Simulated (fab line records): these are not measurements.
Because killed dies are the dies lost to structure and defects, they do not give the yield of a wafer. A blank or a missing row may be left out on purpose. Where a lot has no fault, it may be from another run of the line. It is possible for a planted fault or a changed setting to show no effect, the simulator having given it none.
A struck lot beside a sound one    flow sky130    35 out of 708 route steps
Sound: wafers L651.1, L651.5, L651.6. Struck: wafer L670.6; the same lot's L670.3 was not struck, so it is left out; see the end for the cause.
Each step with rows lists, per side, the tool, then ch with its chambers, then its first start. Under that, the readings that differ: sound wafers    struck wafers    difference of the means    sigmas: that difference in standard deviations of wafers without a fault.
alike: words and numbers the same on both sides, and readings whose means are apart by under 2 such deviations; not compared: readings that were withheld, readings missing a value for some wafer, numbers with overlapping values and no deviation given by the record, and bounds like >300 which may hide the same value.
Wherever a step has rows on one side only, a row that says differs or no value, or a row with sigmas, the two part there. Non-overlapping numbers with no deviation appear without sigmas and do not part them. Lack of a reading on every wafer of one side parts them only where that side has two or more wafers.

SKY_SD_P_CD_MEAS_07: the cd target is 380 nm.
  sound on cd-sem-01 at day 25 15:01; struck on cd-sem-01 at day 33 02:04
  alike: cd-nm
SKY_SD_P_OVL_MEAS_08:
  sound on overlay-01 at day 25 15:08; struck on overlay-01 at day 33 02:09
  alike: SD_P_OVL
next, for these wafers, 1 step has no rows: SKY_SD_P_IMPLANT_09.
SKY_SD_P_STRIP_10: strips in O2/N2.
  sound on plasma-asher-02 ch 0,1, day 25 15:20; struck on plasma-asher-02 ch 0, day 33 02:22
  alike: drypump-motor-current-A, n2-flow-sccm, oes-product-au, strip-time-to-endpoint-s
  not compared: rf-hours-counter-h
SKY_SD_P_TW_MEAS_11:
  sound on film-metro-02 at day 25 15:26; struck on film-metro-03 at day 33 02:27
  alike: SD_P_TW
then, 7 steps without rows for these wafers: SKY_RES_XHIGH_DEHYDRATE_00 (time 60 s); SKY_RES_XHIGH_HMDS_01 (prime time 60 s); SKY_RES_XHIGH_COAT_02 (resist thk 1140 nm); SKY_RES_XHIGH_SOFTBAKE_03 (time 60 s); SKY_RES_XHIGH_EXPOSE_04 (exposes mask URPM, target cd 1270 nm); SKY_RES_XHIGH_PEB_05; SKY_RES_XHIGH_DEVELOP_06 (develop time 60 s).
SKY_RES_XHIGH_IMPLANT_07:
  sound on implanter-03 ch 0, day 26 20:24; struck on implanter-04 ch 0, day 34 01:54
SKY_RES_XHIGH_STRIP_08: strips in O2/N2.
  sound on plasma-asher-03 ch 0,1, day 26 20:33; struck on plasma-asher-03 ch 0, day 34 02:02
  alike: drypump-motor-current-A, n2-flow-sccm, oes-product-au, strip-time-to-endpoint-s
  not compared: rf-hours-counter-h
SKY_RES_XHIGH_TW_MEAS_09:
  sound on film-metro-04 at day 26 20:39; struck on film-metro-02 at day 34 02:07
reading       sound           struck  difference  sigmas
RES_XHIGH_TW  1641 1647 1646  1481    -164        -17
then, 7 steps without rows for these wafers: SKY_SD_N_DEHYDRATE_00 (time 60 s); SKY_SD_N_HMDS_01 (prime time 60 s); SKY_SD_N_COAT_02 (resist thk 1140 nm); SKY_SD_N_SOFTBAKE_03 (time 60 s); SKY_SD_N_EXPOSE_04 (exposes mask NSDM, target cd 380 nm); SKY_SD_N_PEB_05; SKY_SD_N_DEVELOP_06 (develop time 60 s).
SKY_SD_N_CD_MEAS_07: the cd target is 380 nm.
  sound on cd-sem-02 at day 28 01:43; struck on cd-sem-02 at day 35 03:00
  alike: cd-nm
SKY_SD_N_OVL_MEAS_08:
  sound on overlay-02 at day 28 01:50; struck on overlay-01 at day 35 03:05
  alike: SD_N_OVL
then, 2 steps without rows for these wafers: SKY_SD_N_IMPLANT_09; SKY_SD_N_IMPLANT_10.
SKY_SD_N_STRIP_11: strips in O2/N2.
  sound on plasma-asher-04 ch 0,1, day 28 02:10; struck on plasma-asher-04 ch 1, day 35 03:27
  alike: drypump-motor-current-A, n2-flow-sccm, oes-product-au, strip-time-to-endpoint-s
  not compared: rf-hours-counter-h
SKY_SD_N_TW_MEAS_12:
  sound on film-metro-04 at day 28 02:16; struck on film-metro-02 at day 35 03:32
  alike: SD_N_TW
then, 1 step without rows for these wafers: SKY_SD_N_CLEAN_13 (cleans in SC1/SC2, time 150 s).
SKY_SD_N_RTA_14: time 2 s.
  sound on rtp-anneal-02 ch 0, day 28 02:23; struck on rtp-anneal-01 ch 0, day 35 03:39
  alike: lamp-power-pct, ramp-up-c-per-s, wafer_temp_C_max
SKY_SD_N_RS_MEAS_16: the measuring method here is four-point-probe.
  sound on film-metro-03 at day 28 02:33; struck on film-metro-04 at day 35 03:50
  alike: SD_N_RS
SKY_SD_N_RS_MEAS_17: the measuring method here is four-point-probe.
  sound on film-metro-03 at day 28 02:40; struck on film-metro-04 at day 35 03:58
  alike: SD_P_RS
SKY_SD_N_RS_MEAS_18: the measuring method here is four-point-probe.
  sound on film-metro-03 at day 28 02:47; struck on film-metro-04 at day 35 04:05
reading                sound              struck  difference  sigmas
RES_XHIGH_RS (ohm/sq)  333.5 332.7 331.7  447.8   +115.2      +99 or more
then, 1 step without rows for these wafers: SKY_SALICIDE_CLEAN_00 (cleans in HF-last, time 30 s).
-- the record jumps here: 16 days lie between the struck wafers' starts before and after (it left off in module SALICIDE and takes up again in module PAD_OPEN, whose first step shown is number 708 of the route) --
SKY_PAD_OPEN_PROBE_99:
  sound on prober-01 at day 45 15:46; struck on prober-01 at day 50 18:56
reading                                             sound                 struck     difference  sigmas
killed-open                                         50 54 44              32         -17         -3
model.etest.res-xhigh-po.line-ohm-um                5504 5672 5858        2.417e+04  +1.849e+04  
model.etest.res-xhigh-po.rs-ohm-sq-range            73.13 58.21 68.71     6658       +6591       
model.etest.res-xhigh-po.rs-ohm-sq                  1934 1981 2059        8452       +6461       
model.etest.res-xhigh-po.rs-ohm-sq-rim-less-centre  -21.76 -8.117 -18.16  -3297      -3281       
  alike: killed_at_M0_to_M3, killed_at_M4_up, killed-at-contacts, killed-at-front-end, killed-at-other, killed-dies, killed-short

## WHERE THEY PART
First at SKY_RES_XHIGH_TW_MEAS_09; last, within this record, at SKY_PAD_OPEN_PROBE_99.

WHY: what the simulator had put in
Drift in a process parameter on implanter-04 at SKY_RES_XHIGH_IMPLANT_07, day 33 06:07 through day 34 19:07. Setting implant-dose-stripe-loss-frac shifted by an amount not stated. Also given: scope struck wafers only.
